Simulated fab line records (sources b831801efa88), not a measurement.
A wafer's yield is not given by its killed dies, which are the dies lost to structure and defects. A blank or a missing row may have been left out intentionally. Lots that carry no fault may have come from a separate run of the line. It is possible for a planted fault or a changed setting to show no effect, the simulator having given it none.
Which tool did it? | flow gf180mcu | 11 lots, 33 wafers sampled, at 3 steps of a route of 602

== WHAT THE GAUGES READ, wafer by wafer ==
GF_NSD_TW_MEAS_12.
lot  | measured     | on            | NSD_TW
L582 | day 13 18:11 | film-metro-04 | 4285 4311 4320
L585 | day 14 23:02 | film-metro-01 | 4235 4252 4240
L588 | day 15 14:49 | film-metro-03 | 4191 4194 4175
L591 | day 16 19:59 | film-metro-01 | 4257 4238 4206
L593 | day 18 06:13 | film-metro-04 | 3927 3923 3908
L595 | day 18 01:15 | film-metro-01 | 3866 3856 3852
L596 | day 18 12:52 | film-metro-03 | 4204 4203 4184
L597 | day 19 00:26 | film-metro-01 | 4268 4259 4274
L598 | day 19 03:49 | film-metro-03 | 4161 4156 4154
L601 | day 20 11:05 | film-metro-01 | 4257 4252 4237
L604 | day 21 05:46 | film-metro-03 | 4201 4187 4176

== TOOL THAT RAN EACH LOT (tool first, then ch and the chambers of the sampled wafers, then the start) ==
lot  | GF_NSD_IMPLANT_09               | GF_NSD_STRIP_11
L582 | implanter-03 ch 0, day 13 17:49 | plasma-asher-03 ch 0,1, day 13 18:06
L585 | implanter-02 ch 0, day 14 22:38 | plasma-asher-01 ch 0,1, day 14 22:56
L588 | implanter-02 ch 0, day 15 14:26 | plasma-asher-04 ch 0,1, day 15 14:43
L591 | implanter-01 ch 0, day 16 19:35 | plasma-asher-04 ch 0,1, day 16 19:53
L593 | implanter-03 ch 0, day 18 05:49 | plasma-asher-03 ch 0,1, day 18 06:07
L595 | implanter-03 ch 0, day 18 00:52 | plasma-asher-04 ch 0,1, day 18 01:08
L596 | implanter-02 ch 0, day 18 12:28 | plasma-asher-01 ch 0,1, day 18 12:46
L597 | implanter-02 ch 0, day 19 00:04 | plasma-asher-04 ch 0,1, day 19 00:20
L598 | implanter-02 ch 0, day 19 03:26 | plasma-asher-03 ch 0,1, day 19 03:43
L601 | implanter-01 ch 0, day 20 10:43 | plasma-asher-03 ch 0,1, day 20 10:59
L604 | implanter-03 ch 0, day 21 05:23 | plasma-asher-03 ch 0,1, day 21 05:40
- GF_NSD_IMPLANT_09
- GF_NSD_STRIP_11: strips in O2/N2.

== THE ANSWER, worked out from the rows above alone ==
Rule: what is usual is taken from the lots themselves. The widest of any qualifying gaps counts: lots, ordered by their means at a reading, are off when they make up no more than a third of the lots, leave a main group of 4 or more, and stand apart from it by 3 or more times the standard deviation of that group's means. A main group is skipped when, at the precision printed for the reading in the tables above, its means are all equal. A lot without any number at a reading at which 4 lots or more have one is off too. Any other lot the step has rows for is counted as sound.
Off: at GF_NSD_TW_MEAS_12 (NSD_TW), L593, L595. The main group has a mean of 4225 with a standard deviation of 44.
A tool fits if, at a process step before that reading, it ran every lot that is off, and no sound lot after the first of them. The gauges at GF_NSD_TW_MEAS_12 are tried like those tools. None of those tried fits.

== WHAT WAS PUT IN BY THE SIMULATOR ==
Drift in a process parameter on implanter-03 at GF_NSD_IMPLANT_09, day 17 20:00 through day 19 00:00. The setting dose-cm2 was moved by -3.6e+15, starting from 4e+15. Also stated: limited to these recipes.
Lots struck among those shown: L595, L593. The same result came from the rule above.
